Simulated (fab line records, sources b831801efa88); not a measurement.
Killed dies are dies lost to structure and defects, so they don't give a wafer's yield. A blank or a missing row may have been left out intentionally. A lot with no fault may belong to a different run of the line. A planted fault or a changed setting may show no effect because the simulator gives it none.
A lot that was struck, set against a sound lot + flow sky130 + 15 steps out of a route of 708
Sound: the wafers L285.1, L285.5, L285.6. Wafers struck: L295.3, L295.5, L295.6. The cause is given at the end.
Each step with rows lists, per side, the tool, then ch with its chambers, then its first start. Under that, the readings that differ: sound wafers + struck wafers + difference of the means + sigmas: that difference in standard deviations of wafers without a fault.
alike: a reading whose means differ by less than 2 such deviations, as well as words and numbers matching on both sides. not compared: withheld readings; readings where some wafer has no value; bounds like >300 that might hide an equal value; numbers whose values overlap and for which the record gives no deviation.
The two part at a step that has a row with sigmas, a row that says differs or no value, or rows on one side only. Numbers that don't overlap but have no deviation are shown without sigmas and don't part them. A reading missing from all wafers of one side parts the sides only when that side holds two or more wafers.

SKY_POLY_GATE_CD_MEAS_22:
  sound on cd_sem-01, day 19 06:41; struck on cd_sem-01, day 22 19:17
  alike: cd_nm
then, 7 steps without rows for these wafers: SKY_LDD_N_DEHYDRATE_00 (time 60 s); SKY_LDD_N_HMDS_01 (prime time 60 s); SKY_LDD_N_COAT_02 (resist thk 300 nm); SKY_LDD_N_SOFTBAKE_03 (time 60 s); SKY_LDD_N_EXPOSE_04 (exposes mask NTM, target cd 840 nm); SKY_LDD_N_PEB_05; SKY_LDD_N_DEVELOP_06 (develop time 60 s).
SKY_LDD_N_OVL_MEAS_07:
  sound on overlay-02, day 20 13:53; struck on overlay-02, day 24 01:16
  alike: LDD_N_OVL
then, 3 steps without rows for these wafers: SKY_LDD_N_IMPLANT_08; SKY_LDD_N_IMPLANT_09; SKY_LDD_N_IMPLANT_10.
SKY_LDD_N_IMPLANT_11:
  sound on implanter-01 ch 0, day 20 14:22; struck on implanter-01 ch 0, day 24 01:48
| reading                | sound                | struck               | difference | sigmas      |
|------------------------|----------------------|----------------------|------------|-------------|
| rotation_deg (degrees) | 293.00 293.06 292.99 | 353.66 353.67 353.75 | +60.68     | +99 or more |
  alike: faraday_current_uA
following that, these wafers have no rows for 1 step: SKY_LDD_N_IMPLANT_12.
-- the record jumps here: 26 days lie between the struck wafers' starts before and after (it left off in module LDD_N and takes up again in module PAD_OPEN, whose first step shown is number 708 of the route) --
SKY_PAD_OPEN_PROBE_99:
  sound on prober-01, day 47 23:44; struck on prober-01, day 49 22:30
  alike: killed_at_M0_to_M3, killed_at_M4_up, killed_at_contacts, killed_at_front_end, killed_at_other, killed_dies, killed_open, killed_short

== WHERE THEY PART ==
Only at SKY_LDD_N_IMPLANT_11, within this record. Later steps at which nothing parts them and some readings are alike: SKY_PAD_OPEN_PROBE_99.

WHY: the cause the simulator had injected
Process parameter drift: implanter-01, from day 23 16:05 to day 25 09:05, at SKY_LDD_N_IMPLANT_11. The setting rotation_deg was moved by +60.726, starting from 293. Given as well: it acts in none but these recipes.
